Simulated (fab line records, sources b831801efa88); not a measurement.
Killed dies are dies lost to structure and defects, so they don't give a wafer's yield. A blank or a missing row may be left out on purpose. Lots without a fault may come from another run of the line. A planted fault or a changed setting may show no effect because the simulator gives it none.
Which tool did it? | flow sfq_line | 14 lots, 42 wafers sampled, at 3 steps of a route of 325

WHAT THE GAUGES READ, wafer by wafer
The record holds no reading of a measuring or inspecting step that can be judged against a usual standard deviation.

WHICH TOOL RAN EACH LOT (tool, then ch and the chambers of the sampled wafers, then the start)
lot  | SFQ_TRILAYER_M2_BARC_OPEN_METAL_ETCH_077 | SFQ_TRILAYER_M2_ETCH_METAL_ETCH_060 | SFQ_TRILAYER_I2_VIA_LITHO_EXPOSE_068
L650 | rie_metal-04 ch 0,1, day 18 13:45        | rie_metal-04 ch 0,1, day 18 13:49   | krf_scanner-01 ch 0, day 21 08:20
L651 | rie_metal-02 ch 0,1, day 18 23:22        | rie_metal-02 ch 0,1, day 18 23:27   | krf_scanner-01 ch 0, day 21 18:08
L652 | rie_metal-04 ch 0,1, day 19 13:33        | rie_metal-04 ch 0,1, day 19 13:37   | krf_scanner-01 ch 0, day 22 10:44
L653 | rie_metal-03 ch 0,1, day 19 23:09        | rie_metal-03 ch 0,1, day 19 23:13   | krf_scanner-01 ch 0, day 22 20:20
L654 | rie_metal-03 ch 0,1, day 20 01:34        | rie_metal-03 ch 0,1, day 20 01:39   | krf_scanner-01 ch 0, day 23 00:08
L657 | rie_metal-02 ch 0,1, day 21 06:15        | rie_metal-02 ch 0,1, day 21 06:19   | krf_scanner-01, day 24 09:18
L658 | rie_metal-03 ch 0,1, day 21 12:15        | rie_metal-03 ch 0,1, day 21 12:19   | krf_scanner-01, day 25 05:40
L667 | rie_metal-04 ch 0,1, day 26 00:21        | rie_metal-04 ch 0,1, day 26 00:25   | krf_scanner-01 ch 0, day 28 23:41
L668 | rie_metal-03 ch 0,1, day 26 08:01        | rie_metal-03 ch 0,1, day 26 08:05   | krf_scanner-01 ch 0, day 29 08:11
L669 | rie_metal-03 ch 0,1, day 26 17:25        | rie_metal-03 ch 0,1, day 26 17:29   | krf_scanner-01 ch 0, day 29 15:35
L670 | rie_metal-03 ch 0,1, day 26 22:13        | rie_metal-03 ch 0,1, day 26 22:17   | krf_scanner-01 ch 0, day 29 20:11
L671 | rie_metal-04 ch 0,1, day 27 11:46        | rie_metal-04 ch 0,1, day 27 11:49   | krf_scanner-01 ch 0, day 30 04:35
L672 | rie_metal-03 ch 0,1, day 27 20:10        | rie_metal-03 ch 0,1, day 27 20:13   | krf_scanner-01 ch 0, day 30 06:59
L673 | rie_metal-03 ch 0, day 29 13:31          | rie_metal-03 ch 0, day 29 13:35     | krf_scanner-01 ch 0, day 31 03:11
- SFQ_TRILAYER_M2_BARC_OPEN_METAL_ETCH_077: etches BARC in O2, target depth 125 nm, time 41.7 s.
- SFQ_TRILAYER_M2_ETCH_METAL_ETCH_060: etches Nb in Cl2/Ar, stops on SiO2, target depth 240 nm, time 120 s.
- SFQ_TRILAYER_I2_VIA_LITHO_EXPOSE_068: exposes mask I2, target cd 500 nm.

WHAT THE TOOLS THEMSELVES READ (means of the sampled wafers that have a number; where no wafer has one, the mark that the record gives instead)
SFQ_TRILAYER_M2_BARC_OPEN_METAL_ETCH_077.
lot  | tool         | bias_w (W) | chamber_pressure_mTorr (mTorr) | drypump_motor_current_A (A) | oes_product_au (a.u.)
L650 | rie_metal-04 | 79.90      | 10.004                         | 6.3                         | 0.690
L651 | rie_metal-02 | 79.95      | 10.000                         | 5.1                         | 0.680
L652 | rie_metal-04 | 79.91      | 9.996                          | 6.3                         | 0.681
L653 | rie_metal-03 | 80.15      | 10.007                         | 5.9                         | 0.681
L654 | rie_metal-03 | 80.02      | 10.005                         | 5.8                         | 0.687
L657 | rie_metal-02 | -          | -                              | -                           | -
L658 | rie_metal-03 | -          | -                              | -                           | -
L667 | rie_metal-04 | 80.21      | 10.002                         | 6.3                         | 0.685
L668 | rie_metal-03 | 79.95      | 9.999                          | 5.8                         | 0.683
L669 | rie_metal-03 | 79.94      | 9.994                          | 5.8                         | 0.688
L670 | rie_metal-03 | 79.92      | 9.998                          | 5.8                         | 0.685
L671 | rie_metal-04 | 80.17      | 10.008                         | 5.9                         | 0.687
L672 | rie_metal-03 | 79.90      | 10.000                         | 5.8                         | 0.683
L673 | rie_metal-03 | 80.10      | 10.000                         | 5.9                         | 0.683

SFQ_TRILAYER_M2_ETCH_METAL_ETCH_060.
lot  | tool         | bias_w (W) | chamber_pressure_mTorr (mTorr) | drypump_motor_current_A (A) | oes_product_au (a.u.)
L650 | rie_metal-04 | 79.79      | 10.009                         | 6.3                         | 0.888
L651 | rie_metal-02 | 80.23      | 10.004                         | 5.1                         | 0.891
L652 | rie_metal-04 | 79.91      | 10.002                         | 6.3                         | 0.896
L653 | rie_metal-03 | 80.13      | 9.990                          | 5.8                         | 0.892
L654 | rie_metal-03 | 79.95      | 10.002                         | 5.8                         | 0.889
L657 | rie_metal-02 | 79.74      | 9.998                          | 4.8                         | 0.378
L658 | rie_metal-03 | 80.08      | 10.008                         | 5.8                         | 0.373
L667 | rie_metal-04 | 80.29      | 10.002                         | 6.3                         | 0.894
L668 | rie_metal-03 | 79.90      | 9.997                          | 5.8                         | 0.885
L669 | rie_metal-03 | 79.93      | 9.987                          | 5.8                         | 0.903
L670 | rie_metal-03 | 80.02      | 9.994                          | 5.8                         | 0.889
L671 | rie_metal-04 | 80.01      | 9.991                          | 5.9                         | 0.892
L672 | rie_metal-03 | 80.34      | 10.002                         | 5.8                         | 0.896
L673 | rie_metal-03 | 79.78      | 9.998                          | 5.9                         | 0.899

SFQ_TRILAYER_I2_VIA_LITHO_EXPOSE_068.
lot  | tool           | exposure_dose_mJ_cm2 | focus_offset_nm (nm) | stage_vel_mm_s (mm/s)
L650 | krf_scanner-01 | 21.320               | -0.6                 | 500.33
L651 | krf_scanner-01 | 21.279               | -0.8                 | 500.07
L652 | krf_scanner-01 | 21.290               | -0.3                 | 500.11
L653 | krf_scanner-01 | 21.308               | 0.4                  | 499.96
L654 | krf_scanner-01 | 21.297               | -0.0                 | 500.03
L657 | krf_scanner-01 | -                    | -                    | -
L658 | krf_scanner-01 | -                    | -                    | -
L667 | krf_scanner-01 | 21.312               | -0.1                 | 499.95
L668 | krf_scanner-01 | 21.299               | 0.6                  | 499.86
L669 | krf_scanner-01 | 21.320               | 0.4                  | 499.99
L670 | krf_scanner-01 | 21.312               | 0.0                  | 499.71
L671 | krf_scanner-01 | 21.323               | -0.3                 | 499.69
L672 | krf_scanner-01 | 21.286               | 0.4                  | 500.17
L673 | krf_scanner-01 | 21.292               | -0.3                 | 500.07

THE ANSWER, worked out from the rows above alone
Rule: what is usual is taken from the lots themselves. Put in order of their means at a reading, lots are off if they are a third of the lots or fewer, leave a main group of 4 or more, and stand apart from it by a gap of 3 or more times the standard deviation of the main group's means; of several such gaps the widest counts. A main group whose means are all the same, to the digits that the tables above print for the reading, isn't used. A lot without any number at a reading at which 4 lots or more have one is off too. The other lots that the step has rows for count as sound. The gauges are gone through in route order, then the tools' own readings, and for those a lot's mean is taken as printed above. The first step at which some lot is off is used, and at that step the reading that is off furthest; a lot without a number counts as furthest.
Off: L657, L658, at SFQ_TRILAYER_M2_BARC_OPEN_METAL_ETCH_077 (bias_w). Without a number there: L657, L658. The main group: mean 80.01 W, standard deviation 0.11.
A tool fits if, at that step or a process step before it, it ran every lot that is off, and no sound lot after the first of them. None of those tried fits.

WHAT THE SIMULATOR HAD PUT IN
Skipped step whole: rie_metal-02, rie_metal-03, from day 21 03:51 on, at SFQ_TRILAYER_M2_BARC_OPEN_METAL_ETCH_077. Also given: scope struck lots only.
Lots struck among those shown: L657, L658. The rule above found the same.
